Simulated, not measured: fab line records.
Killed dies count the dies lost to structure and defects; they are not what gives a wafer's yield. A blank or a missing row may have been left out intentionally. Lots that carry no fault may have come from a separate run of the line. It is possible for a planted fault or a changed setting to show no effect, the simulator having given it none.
Struck lot and sound lot, side by side + flow sky130 + 38 steps out of a route of 708
Sound: wafers L132.1, L132.5, L132.6. Wafers struck: L121.1, L121.4, L121.6. At the end, the cause is stated.
For every step that has rows: the tool of each side, followed by ch and its chambers, followed by its first start. Under that, the readings that differ: sound wafers + struck wafers + difference of the means + sigmas: that difference in standard deviations of wafers without a fault.
alike: a reading whose means differ by less than 2 such deviations, as well as words and numbers matching on both sides. not compared: withheld readings; readings where some wafer has no value; bounds like >300 that might hide an equal value; numbers whose values overlap and for which the record gives no deviation.
The two part at a step that has a row with sigmas, a row that says differs or no value, or rows on one side only. Non-overlapping numbers with no deviation appear without sigmas and do not part them. A reading that every wafer of one side lacks parts them only if that side has two wafers or more.

first, 10 steps without rows for these wafers: SKY_POLY_CUT_ETCH_10 (etches BARC in N2/H2, stops on SiO2, time 45.9 s, target depth 60 nm); SKY_POLY_CUT_ETCH_11 (etches Si3N4 in CF4/CH2F2/Ar, stops on poly-Si, time 42.5 s, target depth 60 nm); SKY_POLY_CUT_STRIP_12 (strips in O2/N2); SKY_SD_P_DEHYDRATE_00 (time 60 s); SKY_SD_P_HMDS_01 (prime time 60 s); SKY_SD_P_COAT_02 (resist thk 1140 nm); SKY_SD_P_SOFTBAKE_03 (time 60 s); SKY_SD_P_EXPOSE_04 (exposes mask PSDM, target cd 380 nm); SKY_SD_P_PEB_05; SKY_SD_P_DEVELOP_06 (develop time 60 s).
SKY_SD_P_IMPLANT_09:
  sound on implanter-01 ch 0, day 33 16:31; struck on implanter-03 ch 0, day 29 06:50
| reading            | sound             | struck            | difference | sigmas |
|--------------------|-------------------|-------------------|------------|--------|
| beam on s (s)      | 13.3 13.6 13.5    | 11.3 11.7 11.8    | -1.9       | -3     |
| faraday current uA | 12373 12018 12164 | 14453 13980 13885 | +1921      | +4     |
  alike: tilt deg
SKY_SD_P_STRIP_10: strips in O2/N2.
  sound on plasma asher-03 ch 0,1, day 33 16:40; struck on plasma asher-03 ch 0,1, day 29 06:59
| reading                      | sound             | struck            | difference | sigmas |
|------------------------------|-------------------|-------------------|------------|--------|
| oes product au (a.u.)        | 0.622 0.611 0.614 | 0.632 0.641 0.631 | +0.019     | +4     |
| strip time to endpoint s (s) | 17.44 17.45 17.43 | 17.03 17.01 17.02 | -0.42      | -13    |
  alike: drypump motor current A, o2 flow sccm
  not compared: rf hours counter h
SKY_SD_P_TW_MEAS_11:
  struck on film metro-02, day 29 07:05; sound on film metro-02, day 33 16:46
| reading | sound          | struck         | difference | sigmas |
|---------|----------------|----------------|------------|--------|
| SD_P_TW | 2837 2834 2841 | 2724 2716 2721 | -117       | -11    |
then, 21 steps without rows for these wafers: SKY_RES_XHIGH_DEHYDRATE_00 (time 60 s); SKY_RES_XHIGH_HMDS_01 (prime time 60 s); SKY_RES_XHIGH_COAT_02 (resist thk 1140 nm); SKY_RES_XHIGH_SOFTBAKE_03 (time 60 s); SKY_RES_XHIGH_EXPOSE_04 (exposes mask URPM, target cd 1270 nm); SKY_RES_XHIGH_PEB_05; SKY_RES_XHIGH_DEVELOP_06 (develop time 60 s); SKY_RES_XHIGH_IMPLANT_07; SKY_RES_XHIGH_STRIP_08 (strips in O2/N2); SKY_SD_N_DEHYDRATE_00 (time 60 s); SKY_SD_N_HMDS_01 (prime time 60 s); SKY_SD_N_COAT_02 (resist thk 1140 nm); SKY_SD_N_SOFTBAKE_03 (time 60 s); SKY_SD_N_EXPOSE_04 (exposes mask NSDM, target cd 380 nm); SKY_SD_N_PEB_05; SKY_SD_N_DEVELOP_06 (develop time 60 s); SKY_SD_N_IMPLANT_09; SKY_SD_N_IMPLANT_10; SKY_SD_N_STRIP_11 (strips in O2/N2); SKY_SD_N_CLEAN_13 (cleans in SC1/SC2, time 150 s); SKY_SD_N_RTA_14 (time 2 s).
-- the record jumps here: 2 days lie between the struck wafers' starts before and after --
SKY_SD_N_RS_MEAS_17: measures by four-point-probe.
  struck on film metro-03, day 31 15:16; sound on film metro-03, day 35 23:30
| reading          | sound             | struck            | difference | sigmas |
|------------------|-------------------|-------------------|------------|--------|
| SD_P_RS (ohm/sq) | 147.9 147.1 147.3 | 151.2 151.1 151.1 | +3.7       | +9     |
-- the record jumps here: 13 days lie between the struck wafers' starts before and after (it left off in module SD_N and takes up again in module METAL4, whose first step shown is number 631 of the route) --
SKY_METAL4_DESCUM_15: chemistry O2, time 8 s.
  sound on rie metal-04 ch 0,1, day 48 04:17; struck on rie metal-01 ch 0,1, day 44 21:50
| reading                 | sound             | struck            | difference | sigmas |
|-------------------------|-------------------|-------------------|------------|--------|
| model.METAL4.cd nm (nm) | 300.6 300.7 301.5 | 316.9 317.9 317.3 | +16.4      |        |
  alike: drypump motor current A, oes product au, temp c
  not compared: rf hours counter h
SKY_METAL4_METAL_ETCH_18: etches the open film in Cl2/BCl3, stops on SiO2, target depth 845 nm, time 183.1 s.
  sound on rie metal-01 ch 0,1, day 48 04:26; struck on rie metal-01 ch 1, day 44 21:59
| reading                 | sound             | struck            | difference | sigmas |
|-------------------------|-------------------|-------------------|------------|--------|
| model.METAL4.cd nm (nm) | 303.6 302.1 299.2 | 320.9 319.5 319.5 | +18.3      |        |
  alike: drypump motor current A, oes product au, throttle valve pct
  not compared: rf hours counter h
-- the record jumps here: 4 days lie between the struck wafers' starts before and after (it left off in module METAL4 and takes up again in module PAD_OPEN, whose first step shown is number 708 of the route) --
SKY_PAD_OPEN_PROBE_99:
  struck on prober-01, day 48 12:49; sound on prober-02, day 51 06:39
| reading                             | sound             | struck            | difference | sigmas |
|-------------------------------------|-------------------|-------------------|------------|--------|
| model.etest.res high po.line ohm um | 761.3 762.9 765.7 | 889.7 889.4 887   | +125.4     |        |
| model.etest.licon high po.rc ohm    | 370.1 365.8 354.4 | 463 470.2 492.3   | +112       |        |
| model.etest.res pdiff.line ohm um   | 1410 1371 1409    | 1442 1450 1440    | +47        |        |
| model.etest.res high po.rs ohm sq   | 265.3 263.8 264.6 | 307.9 310.9 312.2 | +45.8      |        |
| model.etest.licon pdiff.rc ohm      | 565 595.8 570.9   | 623 620.6 630.4   | +47        |        |
| model.etest.res pdiff hv.rs ohm sq  | 196 195.2 194.9   | 207.9 206 207.3   | +11.7      |        |
| model.etest.res pdiff.rs ohm sq     | 202.8 200.8 201.7 | 211.6 209.2 211.5 | +9.0       |        |
| model.etest.met4.width nm (nm)      | 302.7 300.4 296.4 | 323.8 317.8 319.4 | +20.5      |        |
  alike: killed_at_M0_to_M3, killed_at_M4_up, killed at contacts, killed at front end, killed at other, killed dies, killed open, killed short

== WHERE THEY PART ==
First at SKY_SD_P_IMPLANT_09; last, within this record, at SKY_SD_N_RS_MEAS_17. Later steps at which nothing parts them and some readings are alike: SKY_METAL4_DESCUM_15, SKY_METAL4_METAL_ETCH_18, SKY_PAD_OPEN_PROBE_99.

WHY: what had been put in by the simulator
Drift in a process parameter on implanter-03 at SKY_SD_P_IMPLANT_09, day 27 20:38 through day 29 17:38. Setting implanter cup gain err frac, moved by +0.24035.
